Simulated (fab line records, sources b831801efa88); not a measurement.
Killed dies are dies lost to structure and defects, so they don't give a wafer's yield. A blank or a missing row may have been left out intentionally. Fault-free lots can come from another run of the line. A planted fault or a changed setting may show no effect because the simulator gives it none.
fab line records	flow gf180mcu
record lots=11	wafers=33	last_day=34
route steps=602 shown VT_IMPLANT@110 HV_LDD@210
lots untouched by any fault: they come from a run of this same line in which no faults occurred
start_h: hours from the record's first day to the start of the lot's first wafer shown	wait_h: hours from the lot's prior step to this one	" repeats the value in the row above	L1.1+2: a single row standing in for several wafers	- value missing, or start not given	* or withheld: withheld	< > ~ a bound
route shown NAME@n: a module of which the file shows steps, and the number in the route of the first	usual: mean/standard deviation of fault-free wafers	same: alike in all rows	chamber/n: place in a boat	sites: each site's reading	_std_site: the values' standard deviation	_edge_site: mean of outer sites minus mean of inner sites	radius_mm: how far each site lies from the wafer's centre	mask NAME#n: copy n	behind: tool/chamber where the wafer was last shaped	hold: cause of the lot's hold/its duration in hours/its outcome	device: names the non-switching transistor (n, p or np)	end of line: the same wafers' tests at the end of the route	a step given without rows: its recipe and nothing more	killed: the dies lost at the first sort to structure and to defects; this is not the yield of the wafer	map: a wafer's dies, marking killed ones x, the rest . and places with no die _
set.NAME: the setting that was run; set.NAME@STEP: the one run at that earlier step	model.NAME: the simulator's own value behind a step, which no gauge read
a sample of lots followed through the steps of the route, with each step as a table and each wafer as a row
services: the hour from which a tool's chamber was out of use, counted from the record's first day as start_h (under 0 if before that day), plus the number of hours and why
## steps
# step GF_VT_IMPLANT_STRIP_20
# recipe chemistry=O2/N2	power_w=1400	pressure_mtorr=1500	platen_temp_c=250	o2_flow_sccm=3000	n2_flow_sccm=300	overash_fraction=0.5
# usual drypump_motor_current_A=5.6/0.39	heater_power_w=353/27	oes_product_au=0.716/0.0043	strip_time_to_endpoint_s=12.631/0.029
# same overash_fraction=0.5
lot.wafer	tool	chamber	start_h	wait_h	drypump_motor_current_A	heater_power_w	oes_product_au	rf_hours_counter_h	strip_time_to_endpoint_s
L833.1	plasma_asher-01	1	126.98	0.1	5.7	332	0.720	45	12.659
L833.4	"	1	"	"	5.7	335	0.712	-	12.678
L833.5	"	0	"	"	5.1	392	0.721	-	12.636
L835.1	plasma_asher-03	0	142.03	0.1	6.1	371	0.716	52	12.639
L835.3	"	1	"	"	5.5	337	0.710	-	12.660
L835.5	"	1	"	"	5.5	345	0.715	-	12.641
L837.1	plasma_asher-03	0	151.78	0.1	6.1	372	0.719	53	12.657
L837.3	"	0	"	"	6.1	378	0.716	-	12.680
L837.5	"	0	"	"	6.1	371	0.724	-	12.668
L839.1	plasma_asher-02	1	168.18	0.1	5.2	321	0.714	6	12.675
L839.2	"	0	"	"	6.2	337	0.710	6	12.695
L839.5	"	1	"	"	5.2	321	0.712	-	12.672
L843.1	plasma_asher-01	0	192.63	0.1	5.1	388	0.718	52	12.627
L843.4	"	1	"	"	5.7	338	0.710	-	12.601
L843.5	"	1	"	"	5.7	336	0.719	-	12.615
L846.1	plasma_asher-01	0	210.48	0.1	5.1	391	0.715	54	12.619
L846.5	"	0	"	"	5.1	395	0.710	-	12.617
L846.6	"	1	"	"	5.7	334	0.716	-	12.620
L848.1	plasma_asher-02	0	223.48	0.1	6.2	342	0.712	12	12.656
L848.2	"	1	"	"	5.2	321	0.718	12	12.599
L848.3	"	1	"	"	5.2	320	0.714	-	12.609
L851.1	plasma_asher-02	0	240.88	0.1	6.2	345	0.713	14	12.658
L851.3	"	1	"	"	5.2	320	0.716	-	12.662
L851.6	"	0	"	"	6.2	351	0.711	-	12.632
L852.1	plasma_asher-03	1	248.49	0.1	5.5	341	0.714	64	12.613
L852.2	"	0	"	"	6.1	372	0.714	64	12.648
L852.5	"	0	"	"	6.1	383	0.713	-	12.639
L855.3	plasma_asher-01	0	269.76	0.1	5.1	410	0.708	-	12.628
L855.5	"	0	"	"	5.1	403	0.720	-	12.646
L855.6	"	1	"	"	5.7	324	0.713	-	12.616
L856.2	plasma_asher-03	1	271.94	0.1	5.5	345	0.722	66	12.603
L856.4	"	0	"	"	6.1	369	0.711	-	12.617
L856.5	"	0	"	"	6.1	368	0.712	-	12.646
# step GF_HV_LDD_IMPLANT_34
# recipe species=P	energy_kev=60	dose_cm2=7.5e+12	tilt_deg=30	rotation_deg=90
# usual dose_ions_cm2=7.5e+12/7.1e+09	faraday_current_uA=42.2/0.91	rotation_deg=90.001/0.026
lot.wafer	tool	chamber	start_h	wait_h	dose_ions_cm2	faraday_current_uA	rotation_deg
L833.1	implanter-03	0	256.59	0.1	7.504e+12	41.7	90.033
L833.4	"	0	"	"	7.501e+12	42.4	90.019
L833.5	"	0	"	"	7.501e+12	41.4	90.036
L835.1	implanter-02	0	275.05	0.1	7.488e+12	42.4	89.947
L835.3	"	0	"	"	7.493e+12	41.7	89.984
L835.5	"	0	"	"	7.503e+12	40.6	89.998
L837.1	implanter-03	0	285.61	0.1	7.492e+12	42.8	89.984
L837.3	"	0	"	"	7.487e+12	43.3	89.994
L837.5	"	0	"	"	7.496e+12	41.9	89.986
L839.1	implanter-01	0	305.96	0.1	7.5e+12	40.4	89.966
L839.2	"	0	"	"	7.496e+12	43.1	90.042
L839.5	"	0	"	"	7.503e+12	41.9	89.999
L843.1	implanter-03	0	335.49	0.1	7.504e+12	43.1	90.066
L843.4	"	0	"	"	7.515e+12	42.7	90.005
L843.5	"	0	"	"	7.503e+12	41.7	90.018
L846.1	implanter-03	0	358.94	0.1	1.0914e+13	60.1	90.011
L846.5	"	0	"	"	1.0903e+13	62.0	89.994
L846.6	"	0	"	"	1.09e+13	61.5	90.013
L848.1	implanter-03	0	371.64	0.1	1.0918e+13	63.4	89.990
L848.2	"	0	"	"	1.0912e+13	62.4	89.988
L848.3	"	0	"	"	1.0906e+13	62.3	90.024
L851.1	implanter-01	0	392.91	0.1	7.5e+12	41.7	90.001
L851.3	"	0	"	"	7.498e+12	42.6	90.000
L851.6	"	0	"	"	7.498e+12	41.9	89.979
L852.1	implanter-01	0	405.29	0.1	7.504e+12	42.0	90.007
L852.2	"	0	"	"	7.505e+12	41.7	89.964
L852.5	"	0	"	"	7.501e+12	42.3	90.013
L855.3	implanter-02	0	429.99	0.1	7.501e+12	41.9	89.989
L855.5	"	0	"	"	7.509e+12	43.2	89.986
L855.6	"	0	"	"	7.506e+12	41.4	89.978
L856.2	implanter-02	0	434.52	0.1	7.494e+12	40.9	89.998
L856.4	"	0	"	"	7.499e+12	41.2	89.950
L856.5	"	0	"	"	7.483e+12	41.3	89.981
# step GF_HV_LDD_STRIP_37
# recipe chemistry=O2/N2	power_w=1400	pressure_mtorr=1500	platen_temp_c=250	o2_flow_sccm=3000	n2_flow_sccm=300	overash_fraction=0.5
# usual drypump_motor_current_A=5.8/0.5	heater_power_w=340/37	oes_product_au=0.716/0.0048	strip_time_to_endpoint_s=12.62/0.034
# same overash_fraction=0.5
lot.wafer	tool	chamber	start_h	wait_h	drypump_motor_current_A	heater_power_w	oes_product_au	rf_hours_counter_h	strip_time_to_endpoint_s
L833.1	plasma_asher-04	0	257.04	0.1	5.9	322	0.711	43	12.61
L833.4	"	1	"	"	6.6	290	0.709	-	12.64
L833.5	"	1	"	"	6.6	291	0.721	-	12.67
L835.1	plasma_asher-01	1	275.50	0.1	5.7	332	0.720	61	12.64
L835.3	"	0	"	"	5.1	398	0.718	-	12.64
L835.5	"	0	"	"	5.1	399	0.714	-	12.62
L837.1	plasma_asher-03	1	286.06	0.1	5.5	345	0.715	68	12.60
L837.3	"	0	"	"	6.1	381	0.722	-	12.63
L837.5	"	1	"	"	5.5	337	0.717	-	12.59
L839.1	plasma_asher-01	1	306.41	0.1	5.7	329	0.715	64	12.62
L839.2	"	0	"	"	5.1	400	0.714	64	12.61
L839.5	"	0	"	"	5.1	405	0.717	-	12.60
L843.1	plasma_asher-01	1	335.94	0.1	5.7	342	0.717	68	12.62
L843.4	"	0	"	"	5.1	392	0.719	-	12.58
L843.5	"	0	"	"	5.1	406	0.714	-	12.58
L846.1	plasma_asher-01	1	359.39	0.1	5.7	331	0.715	71	12.59
L846.5	"	1	"	"	5.7	335	0.715	-	12.63
L846.6	"	0	"	"	5.1	395	0.717	-	12.60
L848.1	plasma_asher-04	0	372.09	0.1	5.9	320	0.714	55	12.59
L848.2	"	1	"	"	6.6	289	0.713	55	12.66
L848.3	"	1	"	"	6.6	300	0.715	-	12.64
L851.1	plasma_asher-03	1	393.36	0.1	5.5	351	0.720	76	12.58
L851.3	"	0	"	"	6.1	378	0.718	-	12.66
L851.6	"	1	"	"	5.5	350	0.717	-	12.63
L852.1	plasma_asher-04	1	405.74	0.1	6.6	292	0.727	59	12.62
L852.2	"	0	"	"	5.9	321	0.712	59	12.63
L852.5	"	0	"	"	5.9	320	0.715	-	12.64
L855.3	plasma_asher-01	1	430.43	0.1	5.7	332	0.725	-	12.61
L855.5	"	1	"	"	5.7	319	0.718	-	12.57
L855.6	"	0	"	"	5.1	400	0.708	-	12.57
L856.2	plasma_asher-04	0	434.94	0.1	5.9	318	0.713	62	12.66
L856.4	"	1	"	"	6.6	294	0.710	-	12.62
L856.5	"	1	"	"	6.6	290	0.719	-	12.59
# step GF_HV_LDD_TW_MEAS_38
# usual HV_LDD_3_TW=1448/8.9
lot.wafer	tool	chamber	start_h	wait_h	HV_LDD_3_TW
L833.1	film_metro-03	-	257.14	0.1	1456
L833.4	"	-	"	"	1456
L833.5	"	-	"	"	1459
L835.1	film_metro-02	-	275.60	0.1	1445
L835.3	"	-	"	"	1442
L835.5	"	-	"	"	1440
L837.1	film_metro-02	-	286.16	0.1	1440
L837.3	"	-	"	"	1444
L837.5	"	-	"	"	1442
L839.1	film_metro-03	-	306.51	0.1	1456
L839.2	"	-	"	"	1443
L839.5	"	-	"	"	1438
L843.1	film_metro-02	-	336.04	0.1	1445
L843.4	"	-	"	"	1447
L843.5	"	-	"	"	1444
L846.1	film_metro-02	-	359.49	0.1	1505
L846.5	"	-	"	"	1497
L846.6	"	-	"	"	1501
L848.1	film_metro-04	-	372.19	0.1	1505
L848.2	"	-	"	"	1511
L848.3	"	-	"	"	1516
L851.1	film_metro-03	-	393.46	0.1	1443
L851.3	"	-	"	"	1427
L851.6	"	-	"	"	1436
L852.1	film_metro-03	-	405.84	0.1	1433
L852.2	"	-	"	"	1442
L852.5	"	-	"	"	1432
L855.3	film_metro-04	-	430.54	0.1	1454
L855.5	"	-	"	"	1451
L855.6	"	-	"	"	1449
L856.2	film_metro-03	-	435.05	0.1	1456
L856.4	"	-	"	"	1449
L856.5	"	-	"	"	1442
# step GF_HV_LDD_RS_MEAS_53
# recipe thk_meas_gauge=four-point-probe
# usual HV_LDD_RS=417.3/0.9
lot.wafer	tool	chamber	start_h	wait_h	HV_LDD_RS[ohm/sq]
L833.1	film_metro-02	-	276.69	0.1	417.5
L833.4	"	-	"	"	417.0
L833.5	"	-	"	"	417.3
L835.1	film_metro-04	-	296.15	0.1	417.7
L835.3	"	-	"	"	418.3
L835.5	"	-	"	"	416.9
L837.1	film_metro-04	-	306.47	0.1	416.9
L837.3	"	-	"	"	417.0
L837.5	"	-	"	"	417.7
L839.1	film_metro-03	-	328.07	0.1	417.0
L839.2	"	-	"	"	416.1
L839.5	"	-	"	"	416.5
L843.1	film_metro-02	-	358.24	0.1	415.6
L843.4	"	-	"	"	416.5
L843.5	"	-	"	"	416.5
L846.1	film_metro-04	-	382.28	0.1	409.1
L846.5	"	-	"	"	410.1
L846.6	"	-	"	"	408.9
L848.1	film_metro-02	-	395.02	0.1	409.5
L848.2	"	-	"	"	408.3
L848.3	"	-	"	"	408.7
L851.1	film_metro-04	-	417.73	0.1	417.1
L851.3	"	-	"	"	415.1
L851.6	"	-	"	"	415.0
L852.1	film_metro-03	-	430.37	0.1	417.1
L852.2	"	-	"	"	417.1
L852.5	"	-	"	"	417.8
L855.3	film_metro-03	-	455.11	0.1	418.4
L855.5	"	-	"	"	418.3
L855.6	"	-	"	"	418.4
L856.2	film_metro-03	-	460.28	0.1	416.5
L856.4	"	-	"	"	417.5
L856.5	"	-	"	"	416.8
# step GF_HV_LDD_THK_MEAS_55
# recipe reads=SiO2_of_HV_LDD_CVD_54
# usual HV_LDD_CVD_54_THK=9.86/0.16
lot.wafer	tool	chamber	start_h	wait_h	HV_LDD_CVD_54_THK[nm]
L833.1	film_metro-03	-	277.83	0.0	10.20
L833.4	"	-	"	"	10.18
L833.5	"	-	"	"	10.21
L835.1	film_metro-04	-	297.29	0.0	10.01
L835.3	"	-	"	"	9.92
L835.5	"	-	"	"	9.91
L837.1	film_metro-02	-	307.61	0.0	9.81
L837.3	"	-	"	"	9.69
L837.5	"	-	"	"	9.82
L839.1	film_metro-03	-	329.58	0.0	9.92
L839.2	"	-	"	"	9.88
L839.5	"	-	"	"	9.93
L843.1	film_metro-02	-	359.38	0.0	9.69
L843.4	"	-	"	"	9.76
L843.5	"	-	"	"	9.73
L846.1	film_metro-02	-	383.42	0.0	9.86
L846.5	"	-	"	"	9.91
L846.6	"	-	"	"	9.83
L848.1	film_metro-04	-	396.16	0.0	10.12
L848.2	"	-	"	"	9.87
L848.3	"	-	"	"	10.05
L851.1	film_metro-02	-	418.88	0.0	10.07
L851.3	"	-	"	"	10.08
L851.6	"	-	"	"	10.16
L852.1	film_metro-04	-	431.51	0.0	9.69
L852.2	"	-	"	"	9.93
L852.5	"	-	"	"	9.84
L855.3	film_metro-02	-	456.23	0.0	9.66
L855.5	"	-	"	"	9.55
L855.6	"	-	"	"	9.54
L856.2	film_metro-04	-	461.41	0.0	10.06
L856.4	"	-	"	"	9.91
L856.5	"	-	"	"	9.92
## services
tool	chamber	start_h	hours	kind
plasma_asher-02	-	108.75	9.0	pm
plasma_asher-02	-	114.79	4.6	repair
implanter-01	-	120.02	7.5	repair
plasma_asher-02	-	124.48	2.1	repair
implanter-01	-	126.25	1.5	repair
plasma_asher-01	-	137.54	15.6	pm
plasma_asher-04	-	154.96	24.9	repair
implanter-02	-	177.55	5.1	pm
plasma_asher-04	-	179.90	15.6	pm
implanter-03	-	189.93	1.5	repair
plasma_asher-03	-	192.46	4.5	repair
implanter-03	-	205.76	3.3	pm
implanter-03	-	228.74	3.9	pm
plasma_asher-01	-	230.66	0.5	repair
plasma_asher-02	-	238.25	0.7	repair
implanter-03	-	239.11	2.2	repair
plasma_asher-01	-	244.93	3.0	repair
plasma_asher-01	-	264.39	1.0	repair
plasma_asher-04	-	279.06	2.9	repair
implanter-03	-	308.21	0.9	repair
plasma_asher-03	-	329.96	28.1	pm
plasma_asher-03	-	368.41	4.2	repair
implanter-03	-	394.87	2.9	repair
plasma_asher-01	-	421.25	9.0	pm
## key
first_sign step=GF_HV_LDD_IMPLANT_34	reading=dose_ions_cm2	direction=up	sigmas=99+	usual=7.5e+12	struck=1.0909e+13
effect step=GF_HV_LDD_IMPLANT_34	reading=faraday_current_uA	direction=up	sigmas=22	usual=42.2	struck=62.0
effect step=GF_HV_LDD_TW_MEAS_38	reading=HV_LDD_3_TW	direction=up	sigmas=6.5	usual=1448	struck=1506
effect step=GF_HV_LDD_RS_MEAS_53	reading=HV_LDD_RS	direction=down	sigmas=9.1	usual=417.3	struck=409.1
met_at GF_HV_LDD_IMPLANT_34
struck_lots L846,L848
tester_left_out L846,L848
not_acting_at GF_VT_IMPLANT_STRIP_20,GF_HV_LDD_STRIP_37,GF_HV_LDD_THK_MEAS_55
onset_between 335.49 358.94
fault kind=process_parameter_drift	tool=implanter-03	chamber=-	onset_h=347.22	steps=GF_HV_LDD_IMPLANT_34	channel=dose_cm2	offset=3.4051e+12	shape=step	end_h=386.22	acts_in=these_recipes_only	stated=7.5e+12
# tester_left_out: of these lots the tester's yield and bins aren't shown, on N5 and GAA mostly nor the transistor test; their killed dies are dies lost to structure and defects alone, not to doping, threshold or leakage, so they don't give the yield
